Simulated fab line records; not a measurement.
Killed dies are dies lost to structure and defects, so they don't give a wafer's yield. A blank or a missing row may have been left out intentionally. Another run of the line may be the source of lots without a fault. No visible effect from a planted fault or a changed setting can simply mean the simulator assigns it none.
A lot that was struck, set against a sound lot -- flow gf180mcu -- 34 out of 602 route steps
Sound: these wafers, L920.3, L920.4, L920.5. Wafers L928.3, L928.4, L928.5 were the ones struck. At the end, the cause is stated.
At each step with rows: each side's tool, then ch and its chambers, then its first start. Under that, the readings that differ: sound wafers -- struck wafers -- difference of the means -- sigmas: that difference in standard deviations of wafers without a fault.
alike: words and numbers the same on both sides, and readings whose means are apart by under 2 such deviations; not compared: readings that were withheld, readings missing a value for some wafer, numbers with overlapping values and no deviation given by the record, and bounds like >300 which may hide the same value.
The two part at a step that has a row with sigmas, a row that says differs or no value, or rows on one side only. Numbers that have no deviation but don't overlap get no sigmas and don't part them. Lack of a reading on every wafer of one side parts them only where that side has two or more wafers.

first, 10 steps without rows for these wafers: GF_V1_STRIP_19 (strips in post etch residue remover, time 1200 s); GF_V1_CLEAN_20 (cleans in DIW); GF_V1_SPUTTER_21 (material Ti, target thk 15 nm, time 83.33 s); GF_V1_SPUTTER_22 (material TiN, target thk 10 nm, time 40 s); GF_V1_CVD_23 (deposits W, target thk 350 nm, time 105.05 s); GF_V1_CMP_26 (polishes, stops on SiO2, t overpolish 15 s, target thk 0 nm); GF_M2_SPUTTER_00 (material Ti, target thk 37.5 nm, time 150 s); GF_M2_SPUTTER_01 (material TiN, target thk 30 nm, time 25 s); GF_M2_SPUTTER_02 (material AlCu, target thk 450 nm, time 23.9 s); GF_M2_SPUTTER_03 (material Ti, target thk 10 nm, time 6.886 s).
GF_M2_SPUTTER_04: material TiN, target thk 50 nm, time 41.7 s.
  struck on pvd sputter-01, day 23 15:05; sound on pvd sputter-01, day 20 13:32
  alike: chamber pressure pa, throttle valve pct
then, 22 steps without rows for these wafers: GF_M2_DEHYDRATE_07 (time 60 s); GF_M2_HMDS_08 (prime time 60 s); GF_M2_COAT_09 (resist thk 1000 nm); GF_M2_SOFTBAKE_10 (time 60 s); GF_M2_EXPOSE_11 (exposes mask Metal2, target cd 280 nm); GF_M2_PEB_12 (peb time 90 s); GF_M2_DEVELOP_13 (develop time 60 s); GF_M2_METAL_ETCH_16 (etches the open film in Cl2/BCl3, stops on SiO2, target depth 750.8 nm, time 125.1 s); GF_M2_STRIP_17 (strips in O2/N2); GF_M2_STRIP_18 (strips in post etch residue remover, time 1200 s); GF_M2_CLEAN_19 (cleans in DIW); GF_V2_CVD_00 (deposits SiO2, target thk 600 nm, time 100 s); GF_V2_CVD_02 (deposits SiO2 from TEOS, target thk 850 nm, time 94.851 s); GF_V2_CMP_04 (polishes SiO2); GF_V2_DEHYDRATE_06 (time 60 s); GF_V2_HMDS_07 (prime time 60 s); GF_V2_COAT_08; GF_V2_COAT_09 (resist thk 1000 nm); GF_V2_SOFTBAKE_10 (time 60 s); GF_V2_EXPOSE_11 (exposes mask Via2, target cd 260 nm); GF_V2_PEB_12 (peb time 90 s); GF_V2_DEVELOP_13 (develop time 60 s).
-- the record jumps here: 9 days lie between the struck wafers' starts before and after (it left off in module V2 and takes up again in module PASSIVATION, whose first step shown is number 602 of the route) --
GF_PASSIVATION_PROBE_99:
  the record has rows for the struck wafers here (prober-01, day 33 03:02) and none for the sound ones

WHERE THEY PART
GF_PASSIVATION_PROBE_99 only, going by this record.

WHY: the cause the simulator had injected
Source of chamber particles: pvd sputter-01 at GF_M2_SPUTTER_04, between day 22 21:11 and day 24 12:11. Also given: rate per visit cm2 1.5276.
